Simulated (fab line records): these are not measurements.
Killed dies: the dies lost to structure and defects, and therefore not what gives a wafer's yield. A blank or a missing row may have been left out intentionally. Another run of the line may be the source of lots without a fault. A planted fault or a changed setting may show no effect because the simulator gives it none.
What tool caused it? || flow sky130 || Sampling: 12 lots, 36 wafers, 2 of 708 route steps

WHAT THE GAUGES SHOWED, per wafer
SKY_VIA3_THK_MEAS_01.
{"lot": "L075", "measured": "day 38 20:09", "on": "film-metro-03", "VIA3_HDPCVD_THK (nm)": "1631 1626 1658"}
{"lot": "L077", "measured": "day 39 06:23", "on": "film-metro-03", "VIA3_HDPCVD_THK (nm)": "1623 1660 1659"}
{"lot": "L079", "measured": "day 40 11:11", "on": "film-metro-04", "VIA3_HDPCVD_THK (nm)": "1647 1645 1673"}
{"lot": "L080", "measured": "day 40 22:50", "on": "film-metro-04", "VIA3_HDPCVD_THK (nm)": "1639 1632 1621"}
{"lot": "L083", "measured": "day 41 11:00", "on": "film-metro-04", "VIA3_HDPCVD_THK (nm)": "1603 1605 1611"}
{"lot": "L086", "measured": "day 42 18:20", "on": "film-metro-04", "VIA3_HDPCVD_THK (nm)": "1658 1649 1649"}
{"lot": "L087", "measured": "day 42 20:56", "on": "film-metro-01", "VIA3_HDPCVD_THK (nm)": "1651 1612 1620"}
{"lot": "L089", "measured": "day 42 23:43", "on": "film-metro-03", "VIA3_HDPCVD_THK (nm)": "1637 1654 1657"}
{"lot": "L091", "measured": "day 43 14:35", "on": "film-metro-04", "VIA3_HDPCVD_THK (nm)": "1638 1648 1643"}
{"lot": "L093", "measured": "day 44 12:34", "on": "film-metro-01", "VIA3_HDPCVD_THK (nm)": "1641 1625 1621"}
{"lot": "L095", "measured": "day 44 20:32", "on": "film-metro-01", "VIA3_HDPCVD_THK (nm)": "1635 1642 1638"}
{"lot": "L097", "measured": "day 45 03:34", "on": "film-metro-01", "VIA3_HDPCVD_THK (nm)": "1646 1646 1655"}

WHAT TOOL EACH LOT RAN ON (gives the tool, then ch and the chambers of the sampled wafers, and finally the start)
{"lot": "L075", "SKY_METAL3_METAL_ETCH_18": "rie-metal-04 ch 0,1, day 38 19:13"}
{"lot": "L077", "SKY_METAL3_METAL_ETCH_18": "rie-metal-03 ch 0,1, day 39 05:26"}
{"lot": "L079", "SKY_METAL3_METAL_ETCH_18": "rie-metal-01 ch 0,1, day 40 10:16"}
{"lot": "L080", "SKY_METAL3_METAL_ETCH_18": "rie-metal-01 ch 0,1, day 40 21:49"}
{"lot": "L083", "SKY_METAL3_METAL_ETCH_18": "rie-metal-04 ch 1, day 41 10:04"}
{"lot": "L086", "SKY_METAL3_METAL_ETCH_18": "rie-metal-04 ch 1, day 42 17:22"}
{"lot": "L087", "SKY_METAL3_METAL_ETCH_18": "rie-metal-04 ch 0,1, day 42 19:58"}
{"lot": "L089", "SKY_METAL3_METAL_ETCH_18": "rie-metal-01 ch 0, day 42 22:46"}
{"lot": "L091", "SKY_METAL3_METAL_ETCH_18": "rie-metal-01 ch 0,1, day 43 13:37"}
{"lot": "L093", "SKY_METAL3_METAL_ETCH_18": "rie-metal-04 ch 0,1, day 44 11:37"}
{"lot": "L095", "SKY_METAL3_METAL_ETCH_18": "rie-metal-01 ch 0,1, day 44 19:31"}
{"lot": "L097", "SKY_METAL3_METAL_ETCH_18": "rie-metal-01 ch 1, day 45 02:28"}
- SKY_METAL3_METAL_ETCH_18: etches the open film in Cl2/BCl3, stops on SiO2, target depth 845 nm, time 183.1 s.

THE ANSWER, worked out from the rows above alone
Rule: the lots themselves supply what counts as usual. Put in order of their means at a reading, lots are off if they are a third of the lots or fewer, leave a main group of 4 or more, and stand apart from it by a gap of 3 or more times the standard deviation of the main group's means; of several such gaps the widest counts. Not used: any main group whose means are identical at the precision the tables above print for the reading. A lot without any number at a reading at which 4 lots or more have one is off too. All remaining lots with rows at the step are treated as sound.
None of the lots is off at any reading shown; this tells nothing.

WHAT THE SIMULATOR HAD PUT IN
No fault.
